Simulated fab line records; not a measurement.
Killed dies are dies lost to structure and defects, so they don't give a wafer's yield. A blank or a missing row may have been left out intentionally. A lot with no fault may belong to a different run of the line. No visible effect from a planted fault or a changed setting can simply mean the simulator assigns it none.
What tool caused it?	flow gf180mcu	7 lots, 21 wafers sampled, at 3 steps of a route of 602

== WHAT EACH GAUGE READ, for each wafer ==
GF_PSD_CD_MEAS_07: target cd 400 nm.
lot	measured	on	cd nm (nm)
L756	day 14 18:03	cd sem-01	398.8 401.6 398.9
L761	day 16 22:59	cd sem-01	413.8 415.9 415.1
L764	day 17 13:15	cd sem-01	412.2 411.1 410.9
L771	day 20 17:54	cd sem-01	402.0 403.3 402.2
L774	day 21 13:10	cd sem-01	398.8 400.6 398.4
L776	day 22 00:12	cd sem-01	396.8 396.3 397.6
L778	day 22 21:11	cd sem-01	404.1 403.4 402.1

== WHICH TOOL RAN EACH LOT (tool, then ch and the chambers of the sampled wafers, then the start) ==
lot	GF_HV_LDD_STRIP_49	GF_PSD_DEVELOP_06
L756	plasma asher-02 ch 0,1, day 12 21:59	litho track-03 ch 0, day 14 17:54
L761	plasma asher-03 ch 0,1, day 14 23:44	litho track-01 ch 0, day 16 22:43
L764	plasma asher-02 ch 0,1, day 15 12:12	litho track-01 ch 0, day 17 13:07
L771	plasma asher-02 ch 0,1, day 18 11:22	litho track-01 ch 0, day 20 17:46
L774	plasma asher-03 ch 0,1, day 19 08:20	litho track-01 ch 0, day 21 13:01
L776	plasma asher-04 ch 0,1, day 19 19:54	litho track-01 ch 0, day 22 00:04
L778	plasma asher-03 ch 0,1, day 20 18:08	litho track-04 ch 0, day 22 21:02
- GF_HV_LDD_STRIP_49: strips in O2/N2.
- GF_PSD_DEVELOP_06: develop time 60 s.

== THE ANSWER, worked out from the rows above alone ==
Rule: what is usual is taken from the lots themselves. Put in order of their means at a reading, lots are off if they are a third of the lots or fewer, leave a main group of 4 or more, and stand apart from it by a gap of 3 or more times the standard deviation of the main group's means; of several such gaps the widest counts. A main group is skipped when, at the precision printed for the reading in the tables above, its means are all equal. Also off: a lot with no number at a reading for which 4 or more lots have one. Where the step has rows for the other lots, those lots are counted as sound.
Off: L761, L764, at GF_PSD_CD_MEAS_07 (cd nm). Main group: mean 400.3 nm, sd 2.3.
A tool fits if, at a process step before that reading, it ran every lot that is off, and no sound lot after the first of them. The gauges at GF_PSD_CD_MEAS_07 are tried like those tools. Not one of the candidates tried fits.

== WHAT THE SIMULATOR HAD PUT IN ==
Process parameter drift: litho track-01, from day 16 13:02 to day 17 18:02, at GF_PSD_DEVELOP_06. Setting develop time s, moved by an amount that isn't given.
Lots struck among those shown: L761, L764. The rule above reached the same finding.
